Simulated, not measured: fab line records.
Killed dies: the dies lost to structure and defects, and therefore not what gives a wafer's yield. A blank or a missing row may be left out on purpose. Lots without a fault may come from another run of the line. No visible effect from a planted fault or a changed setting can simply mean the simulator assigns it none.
fab line records    flow sky130
[record] lots = 12  wafers = 36  lastDay = 50
route steps=708 shown FIELD_ISO@14 VT_ADJUST_HVTP@96 VT_ADJUST_LVTN@115 SONOS_ONO@170
lots untouched by any fault: they come from a run of this same line in which no faults occurred
startH: hours from the record's opening day to when the first of the lot's shown wafers began    waitH: hours from the lot's prior step to this one    " the same as in the row above    L1.1+2: one row covering several wafers at once    - either no value or no given start    * or withheld: withheld    < > ~ a bound
route shown NAME@n: a module of which the file shows steps, and the number in the route of the first    usual: mean and standard deviation over wafers with no fault    same: alike in all rows    chamber/n: place in a boat    sites: per-site readings    _std_site: the standard deviation of these    _edge_site: mean of outer sites minus mean of inner sites    radiusMm: for every site, how far away it sits from the centre of the wafer    mask NAME#n: copy n    behind: the most recent tool/chamber to have shaped the wafer    hold: reason for holding the lot/hours on hold/outcome of the hold    device: which transistor (n, p or np) failed to switch    end of line: the tests these same wafers got at the end of their route    step lacking rows: just its recipe    killed: count of dies lost to structure and defects at first sort (not the wafer's yield)    map: a wafer's dies, marking killed ones x, the rest . and places with no die _
set.NAME: setting as actually run; set.NAME@STEP: the setting as run at that earlier step    model.NAME: the simulator's own value behind a step, which no gauge read
the route's steps for a sample of lots (tables are steps, rows are wafers)
services: a tool's chamber out of use, with start hour (startH, from the record's first day; less than 0 if before it), hours out, and reason
[[steps]]
[step SKY_FIELD_ISO_CD_MEAS_13]
[recipe] targetCdNm = 150
[usual] cdNm = 150.1/1.5
lot.wafer  tool      chamber  startH  waitH  cdNm
L481.1     cdSem-02  -        31.62   -      149.9
L481.2     "         -        "       "      149.1
L481.5     "         -        "       "      150.6
L482.2     cdSem-02  -        32.70   -      151.2
L482.3     "         -        "       "      150.4
L482.6     "         -        "       "      150.1
L483.3     cdSem-02  -        38.22   -      150.7
L483.5     "         -        "       "      150.3
L483.6     "         -        "       "      150.1
L485.1     cdSem-01  -        50.47   -      150.8
L485.4     "         -        "       "      150.0
L485.6     "         -        "       "      149.3
L489.1     cdSem-02  -        70.97   -      149.4
L489.3     "         -        "       "      148.5
L489.5     "         -        "       "      148.0
L490.4     cdSem-02  -        76.83   -      147.8
L490.5     "         -        "       "      149.3
L490.6     "         -        "       "      148.8
L491.2     cdSem-02  -        80.84   -      150.2
L491.5     "         -        "       "      151.0
L491.6     "         -        "       "      149.1
L499.2     cdSem-02  -        122.74  -      152.0
L499.4     "         -        "       "      151.6
L499.6     "         -        "       "      150.3
L500.2     cdSem-02  -        127.15  -      151.4
L500.3     "         -        "       "      151.0
L500.4     "         -        "       "      150.9
L501.1     cdSem-02  -        132.47  -      151.2
L501.3     "         -        "       "      150.1
L501.5     "         -        "       "      149.9
L502.3     cdSem-02  -        137.21  -      148.2
L502.4     "         -        "       "      149.1
L502.5     "         -        "       "      148.8
L504.1     cdSem-02  -        149.57  -      153.3
L504.3     "         -        "       "      152.0
L504.4     "         -        "       "      152.4
[step SKY_VT_ADJUST_HVTP_TW_MEAS_11]
[usual] VT_ADJUST_HVTP_TW = 1356/7
lot.wafer  tool          chamber  startH  waitH  VT_ADJUST_HVTP_TW
L481.1     filmMetro-01  -        125.47  0.1    1357
L481.2     "             -        "       "      1358
L481.5     "             -        "       "      1364
L482.2     filmMetro-01  -        126.79  0.1    1356
L482.3     "             -        "       "      1355
L482.6     "             -        "       "      1355
L483.3     filmMetro-01  -        131.29  0.1    1354
L483.5     "             -        "       "      1359
L483.6     "             -        "       "      1355
L485.1     filmMetro-03  -        150.07  0.1    1348
L485.4     "             -        "       "      1357
L485.6     "             -        "       "      1350
L489.1     filmMetro-04  -        174.27  0.1    1359
L489.3     "             -        "       "      1357
L489.5     "             -        "       "      1357
L490.4     filmMetro-03  -        178.71  0.1    1363
L490.5     "             -        "       "      1359
L490.6     "             -        "       "      1365
L491.2     filmMetro-01  -        186.53  0.1    1354
L491.5     "             -        "       "      1364
L491.6     "             -        "       "      1358
L499.2     filmMetro-04  -        237.29  0.1    1345
L499.4     "             -        "       "      1351
L499.6     "             -        "       "      1349
L500.2     filmMetro-01  -        245.29  0.1    1354
L500.3     "             -        "       "      1359
L500.4     "             -        "       "      1355
L501.1     filmMetro-04  -        249.43  0.1    1343
L501.3     "             -        "       "      1344
L501.5     "             -        "       "      1345
L502.3     filmMetro-03  -        254.28  0.1    1350
L502.4     "             -        "       "      1353
L502.5     "             -        "       "      1349
L504.1     filmMetro-01  -        268.38  0.1    1371
L504.3     "             -        "       "      1364
L504.4     "             -        "       "      1360
[step SKY_VT_ADJUST_LVTN_OVL_MEAS_18]
[usual] VT_ADJUST_LVTN_01_OVL = 0.4/1.2
lot.wafer  tool        chamber  startH  waitH  VT_ADJUST_LVTN_01_OVL[nm]
L481.1     overlay-02  -        164.07  0.1    2.4
L481.2     "           -        "       "      3.2
L481.5     "           -        "       "      3.6
L482.2     overlay-01  -        165.02  0.1    0.4
L482.3     "           -        "       "      0.2
L482.6     "           -        "       "      1.4
L483.3     overlay-01  -        171.80  0.1    0.3
L483.5     "           -        "       "      2.0
L483.6     "           -        "       "      0.6
L485.1     overlay-01  -        189.94  0.1    0.0
L485.4     "           -        "       "      1.1
L485.6     "           -        "       "      1.5
L489.1     overlay-02  -        217.12  0.1    -0.5
L489.3     "           -        "       "      -0.7
L489.5     "           -        "       "      -0.5
L490.4     overlay-02  -        222.14  0.1    0.0
L490.5     "           -        "       "      1.1
L490.6     "           -        "       "      0.8
L491.2     overlay-01  -        230.98  0.1    0.6
L491.5     "           -        "       "      -1.1
L491.6     "           -        "       "      0.6
L499.2     overlay-02  -        285.19  0.1    0.8
L499.4     "           -        "       "      1.3
L499.6     "           -        "       "      0.0
L500.2     overlay-01  -        293.23  0.1    -0.5
L500.3     "           -        "       "      -0.2
L500.4     "           -        "       "      -0.5
L501.1     overlay-01  -        299.17  0.1    3.8
L501.3     "           -        "       "      4.1
L501.5     "           -        "       "      1.1
L502.3     overlay-02  -        302.18  0.1    -0.9
L502.4     "           -        "       "      0.6
L502.5     "           -        "       "      1.3
L504.1     overlay-01  -        317.57  0.1    0.9
L504.3     "           -        "       "      1.1
L504.4     "           -        "       "      0.4
[step SKY_SONOS_ONO_CVD_02]
[recipe] material = Si3N4  precursor = DCS/NH3  targetThkNm = 10.5  tempC = 770  timeS = 180  pressureMtorr = 250
[usual] spikeTcBottomC = 786/4.1  spikeTcCentreC = 770.2/1.2  spikeTcLowerC = 769.9/1.4  spikeTcTopC = 782.2/1.1  spikeTcUpperC = 771.2/1.6  susceptorTempC = 770.0/0.38  zonePowerLowerPct = 14.13/0.19  zonePowerTopPct = 25.9/0.89  zonePowerUpperPct = 11.84/0.13
lot.wafer  tool      chamber  startH  waitH  spikeTcBottomC  spikeTcCentreC  spikeTcLowerC  spikeTcTopC  spikeTcUpperC  susceptorTempC  zonePowerLowerPct  zonePowerTopPct  zonePowerUpperPct
L481.1     lpcvd-02  0        255.05  0.2    781             771.6           769.0          781.2        770.4          770.0           14.27              24.8             11.86
L481.2     "         0        "       "      782             771.6           766.6          780.6        769.2          769.4           13.91              25.3             11.74
L481.5     "         0        "       "      783             773.1           769.3          782.5        768.7          769.4           13.93              24.3             11.84
L482.2     lpcvd-02  1        255.05  0.2    790             770.0           771.4          781.4        772.6          769.4           14.24              26.6             11.73
L482.3     "         1        "       "      791             768.6           768.2          782.8        774.4          769.4           14.25              26.9             11.79
L482.6     "         1        "       "      789             770.3           770.7          782.6        770.9          769.6           14.24              27.3             11.88
L483.3     lpcvd-02  1        263.94  0.5    792             769.7           769.1          782.7        773.2          770.0           14.20              26.7             11.77
L483.5     "         1        "       "      789             770.1           770.6          781.7        770.6          769.8           14.26              26.8             12.02
L483.6     "         1        "       "      790             769.6           769.7          783.6        771.5          769.8           14.34              26.2             12.04
L485.1     lpcvd-02  1        288.47  0.1    789             770.7           770.1          783.7        772.7          770.5           14.51              26.6             11.91
L485.4     "         1        "       "      788             768.0           770.0          782.3        771.0          770.3           14.16              26.8             11.96
L485.6     "         1        "       "      790             769.6           769.5          783.5        771.8          770.0           14.24              27.1             11.93
L489.1     lpcvd-02  1        317.28  2.1    804             783.9           788.0          796.6        787.6          784.8           14.60              27.6             12.15
L489.3     "         1        "       "      801             785.8           787.5          799.4        788.4          784.9           14.71              27.1             12.44
L489.5     "         1        "       "      806             784.4           786.0          796.8        787.8          784.7           14.89              27.2             12.31
L490.4     lpcvd-02  1        321.48  1.6    804             783.6           788.3          797.8        785.9          785.2           14.93              27.6             12.59
L490.5     "         1        "       "      802             784.1           786.6          797.9        788.7          785.4           15.06              27.6             12.19
L490.6     "         1        "       "      806             785.4           785.7          795.4        787.7          785.8           14.64              27.6             12.31
L491.2     lpcvd-02  1        331.58  0.9    806             787.5           787.9          797.1        787.4          785.3           14.65              27.7             12.41
L491.5     "         1        "       "      803             786.0           786.7          797.9        788.3          785.0           14.59              27.8             12.43
L491.6     "         1        "       "      806             785.9           783.9          796.8        787.3          785.5           14.78              27.8             12.42
L499.2     lpcvd-02  1        394.21  0.5    788             770.4           769.0          782.9        772.4          769.6           14.29              27.0             11.97
L499.4     "         1        "       "      788             769.9           770.4          782.8        772.5          769.9           14.18              26.7             12.00
L499.6     "         1        "       "      787             769.8           768.0          782.1        771.5          770.1           14.31              26.8             11.93
L500.2     lpcvd-02  0        405.84  1.0    780             770.9           768.8          780.5        769.8          770.1           13.73              25.3             11.66
L500.3     "         0        "       "      780             771.7           768.1          781.5        768.8          770.3           14.04              24.9             11.72
L500.4     "         0        "       "      784             770.1           769.5          783.3        768.7          769.7           13.87              25.3             11.68
L501.1     lpcvd-02  0        413.67  0.7    781             771.7           769.3          781.0        767.8          769.9           13.81              25.1             11.72
L501.3     "         0        "       "      781             771.8           769.0          782.3        770.3          769.1           14.22              24.5             11.82
L501.5     "         0        "       "      781             770.9           768.3          781.4        769.7          769.5           13.94              24.5             11.75
L502.3     lpcvd-02  0        414.72  0.4    781             772.2           769.9          781.5        768.6          770.4           13.86              25.1             11.72
L502.4     "         0        "       "      780             772.5           768.8          781.1        767.8          770.7           13.86              25.2             11.62
L502.5     "         0        "       "      779             770.0           768.9          781.4        770.0          770.1           14.13              25.1             11.89
L504.1     lpcvd-02  1        434.66  0.5    788             769.9           769.4          783.0        772.1          769.5           14.37              26.7             11.89
L504.3     "         1        "       "      788             768.7           770.9          782.2        773.3          769.6           14.35              26.7             11.79
L504.4     "         1        "       "      791             770.1           769.5          782.6        771.9          769.8           14.17              26.2             11.97
[step SKY_SONOS_ONO_THK_MEAS_03]
[recipe] reads = Si3N4_of_SONOS_ONO_CVD_02
[usual] SONOS_ONO_CVD_02_THK = 10.52/0.12
lot.wafer  tool          chamber  startH  waitH  SONOS_ONO_CVD_02_THK[nm]
L481.1     filmMetro-01  -        256.10  0.0    10.58
L481.2     "             -        "       "      10.59
L481.5     "             -        "       "      10.64
L482.2     filmMetro-02  -        256.14  0.0    10.77
L482.3     "             -        "       "      10.72
L482.6     "             -        "       "      10.66
L483.3     filmMetro-02  -        265.01  0.0    10.49
L483.5     "             -        "       "      10.53
L483.6     "             -        "       "      10.63
L485.1     filmMetro-02  -        290.04  0.0    10.54
L485.4     "             -        "       "      10.51
L485.6     "             -        "       "      10.40
L489.1     filmMetro-04  -        318.33  0.0    13.96
L489.3     "             -        "       "      13.88
L489.5     "             -        "       "      13.80
L490.4     filmMetro-04  -        323.08  0.0    14.11
L490.5     "             -        "       "      14.15
L490.6     "             -        "       "      14.28
L491.2     filmMetro-02  -        332.64  0.0    14.11
L491.5     "             -        "       "      14.03
L491.6     "             -        "       "      13.94
L499.2     filmMetro-02  -        395.27  0.0    10.58
L499.4     "             -        "       "      10.52
L499.6     "             -        "       "      10.57
L500.2     filmMetro-04  -        406.90  0.0    10.63
L500.3     "             -        "       "      10.84
L500.4     "             -        "       "      10.77
L501.1     filmMetro-04  -        414.72  0.0    10.48
L501.3     "             -        "       "      10.48
L501.5     "             -        "       "      10.49
L502.3     filmMetro-04  -        415.79  0.0    10.43
L502.4     "             -        "       "      10.32
L502.5     "             -        "       "      10.42
L504.1     filmMetro-02  -        435.71  0.0    10.47
L504.3     "             -        "       "      10.48
L504.4     "             -        "       "      10.47
[[services]]
tool      chamber  startH  hours  kind
lpcvd-02  -        280.16  1.0    repair
lpcvd-02  -        423.83  2.8    pm
[[key]]
[firstSign] step = SKY_SONOS_ONO_CVD_02  reading = susceptorTempC  direction = up  sigmas = 40  usual = *  struck = *
[effect] step = SKY_SONOS_ONO_CVD_02  reading = spikeTcTopC  direction = up  sigmas = 14  usual = 782.2  struck = 797.3
[effect] step = SKY_SONOS_ONO_THK_MEAS_03  reading = SONOS_ONO_CVD_02_THK  direction = up  sigmas = 29  usual = 10.52  struck = 14.03
metAt SKY_SONOS_ONO_CVD_02
struckLots L489,L490,L491
struckWafers L489.1,L489.3,L489.5,L490.4,L490.5,L490.6,L491.2,L491.5,L491.6
testerLeftOut L489,L490,L491
notActingAt SKY_FIELD_ISO_CD_MEAS_13,SKY_VT_ADJUST_HVTP_TW_MEAS_11,SKY_VT_ADJUST_LVTN_OVL_MEAS_18
onsetBetween 288.47 317.28
[fault] kind = processParameterDrift  tool = lpcvd-02  chamber = 1  onsetH = 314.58  steps = SKY_SONOS_ONO_CVD_02  channel = tempC  offset = *  shape = step  endH = 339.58  actsIn = *  stated = *
// testerLeftOut: of these lots the tester's yield and bins aren't shown, on N5 and GAA mostly nor the transistor test; their killed dies are dies lost to structure and defects alone, not to doping, threshold or leakage, so they don't give the yield
